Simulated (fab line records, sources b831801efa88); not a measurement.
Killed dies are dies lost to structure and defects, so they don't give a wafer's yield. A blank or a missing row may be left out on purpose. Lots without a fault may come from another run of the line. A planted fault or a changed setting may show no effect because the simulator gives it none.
Chamber matching | flow gf180mcu | GF_CONTACT_CVD_00 on hdpcvd-01: 3 sister chambers
The step deposits SiO2, target thk 300 nm, time 50 s. 3 wafers are shown with their chamber, then 8 later ones without.

WAFERS WITH THEIR CHAMBER
wafer  | chamber | susceptor_temp_C (C)
L298.1 | 1       | 400.37
L298.2 | 2       | 400.07
L300.1 | 0       | 399.76

WAFERS WITHOUT THEIR CHAMBER
wafer  | susceptor_temp_C (C)
L300.3 | 399.98
L300.6 | 399.89
L302.2 | 400.47
L302.4 | 399.75
L302.5 | 399.85
L312.2 | 400.03
L312.3 | 400.09
L312.4 | 399.94

WHICH CHAMBER EACH WENT THROUGH
wafer  | from the rows above     | in truth
L300.3 | can't be placed: 2 or 0 | 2
L300.6 | can't be placed: 0 or 2 | 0
L302.2 | 1                       | 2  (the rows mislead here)
L302.4 | 0                       | 0
L302.5 | can't be placed: 0 or 2 | 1
L312.2 | 2                       | 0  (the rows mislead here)
L312.3 | 2                       | 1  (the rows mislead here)
L312.4 | can't be placed: 2 or 0 | 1
Placed correctly: 1 of 8. Can't be placed from these rows: 4 (the true chamber is among the candidates in 2). Placed wrongly: 3.
How it was worked out, from the rows above alone: a wafer's distance from a chamber is the root of the sum, over the readings, of the square of ((its reading less the chamber's mean) divided by the reading's scatter). The wafer belongs to the nearest chamber; if the next one is less than 2 further off, it can't be placed. A chamber's mean is the mean of its shown wafers. The scatter: with one shown wafer a chamber, the root of the mean of the squares of how far each hidden wafer lies from its nearest shown one.
